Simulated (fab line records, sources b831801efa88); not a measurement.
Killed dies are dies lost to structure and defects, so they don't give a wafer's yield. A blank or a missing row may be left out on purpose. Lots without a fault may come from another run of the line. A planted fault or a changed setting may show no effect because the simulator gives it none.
Which tool did it? | flow sky130 | 10 lots, 30 wafers sampled, at 5 steps of a route of 708

WHAT THE GAUGES READ, wafer by wafer
SKY_VIA2_BOW_MEAS_03.
lot  | measured     | on            | VIA2_BOW (um)
L991 | day 35 00:47 | film_metro-01 | 77 85 73
L990 | day 35 00:59 | film_metro-03 | 84 82 95
L992 | day 36 16:20 | film_metro-01 | 84 89 82
L993 | day 36 16:49 | film_metro-02 | 80 91 76
L994 | day 39 23:22 | film_metro-03 | 80 76 94
L102 | day 40 05:12 | film_metro-03 | 86 61 89
L107 | day 40 10:01 | film_metro-02 | 81 74 88
L110 | day 40 22:55 | film_metro-03 | 80 82 91
L111 | day 41 01:04 | film_metro-01 | 84 84 86
L113 | day 42 01:03 | film_metro-03 | 86 82 94

WHICH TOOL RAN EACH LOT (tool, then ch and the chambers of the sampled wafers, then the start)
lot  | SKY_VIA1_STRIP_16                    | SKY_VIA1_CVD_21               | SKY_METAL2_METAL_ETCH_19          | SKY_METAL2_STRIP_20
L991 | plasma_asher-02 ch 1, day 33 19:30   | cvd_w-02 ch 0,1, day 33 20:10 | rie_metal-03 ch 0,1, day 34 23:35 | plasma_asher-03 ch 0,1, day 34 23:41
L990 | plasma_asher-03 ch 0,1, day 33 19:38 | cvd_w-01 ch 0,1, day 33 20:18 | rie_metal-04 ch 0,1, day 34 23:42 | plasma_asher-04 ch 0,1, day 34 23:47
L992 | plasma_asher-03 ch 0,1, day 35 11:44 | cvd_w-02 ch 0,1, day 35 12:26 | rie_metal-04 ch 0,1, day 36 15:10 | plasma_asher-03 ch 0,1, day 36 15:15
L993 | plasma_asher-02 ch 0,1, day 35 12:00 | cvd_w-01 ch 0,1, day 35 12:42 | rie_metal-03 ch 0,1, day 36 15:38 | plasma_asher-02 ch 0,1, day 36 15:44
L994 | plasma_asher-03 ch 0,1, day 38 18:15 | cvd_w-01 ch 0,1, day 38 21:19 | rie_metal-04 ch 0,1, day 39 22:12 | plasma_asher-04 ch 0,1, day 39 22:17
L102 | plasma_asher-01 ch 0,1, day 39 01:09 | cvd_w-01 ch 0,1, day 39 01:55 | rie_metal-03 ch 1, day 40 03:57   | plasma_asher-02 ch 0,1, day 40 04:08
L107 | plasma_asher-03 ch 0,1, day 39 06:56 | cvd_w-01 ch 0,1, day 39 07:37 | rie_metal-04 ch 0,1, day 40 08:51 | plasma_asher-02 ch 0,1, day 40 08:56
L110 | plasma_asher-03 ch 0,1, day 39 19:15 | cvd_w-01 ch 0,1, day 39 19:54 | rie_metal-02 ch 0,1, day 40 21:44 | plasma_asher-03 ch 0,1, day 40 21:50
L111 | plasma_asher-01 ch 0,1, day 39 21:50 | cvd_w-02 ch 1, day 39 22:30   | rie_metal-04 ch 0,1, day 40 23:53 | plasma_asher-03 ch 1, day 40 23:58
L113 | plasma_asher-03 ch 0,1, day 40 23:05 | cvd_w-01 ch 0,1, day 40 23:48 | rie_metal-02 ch 0,1, day 41 23:52 | plasma_asher-02 ch 0,1, day 41 23:58
- SKY_VIA1_STRIP_16: strips in O2/N2.
- SKY_VIA1_CVD_21: deposits W, target thk 270 nm, time 80.902 s.
- SKY_METAL2_METAL_ETCH_19: etches the open film in Cl2/BCl3, stops on SiO2, target depth 360 nm, time 78 s.
- SKY_METAL2_STRIP_20: strips in O2/N2.

THE ANSWER, worked out from the rows above alone
Rule: what is usual is taken from the lots themselves. Put in order of their means at a reading, lots are off if they are a third of the lots or fewer, leave a main group of 4 or more, and stand apart from it by a gap of 3 or more times the standard deviation of the main group's means; of several such gaps the widest counts. A main group whose means are all the same, to the digits that the tables above print for the reading, isn't used. A lot without any number at a reading at which 4 lots or more have one is off too. The other lots that the step has rows for count as sound.
No lot is off at any reading shown: from this, nothing can be told.

WHAT THE SIMULATOR HAD PUT IN
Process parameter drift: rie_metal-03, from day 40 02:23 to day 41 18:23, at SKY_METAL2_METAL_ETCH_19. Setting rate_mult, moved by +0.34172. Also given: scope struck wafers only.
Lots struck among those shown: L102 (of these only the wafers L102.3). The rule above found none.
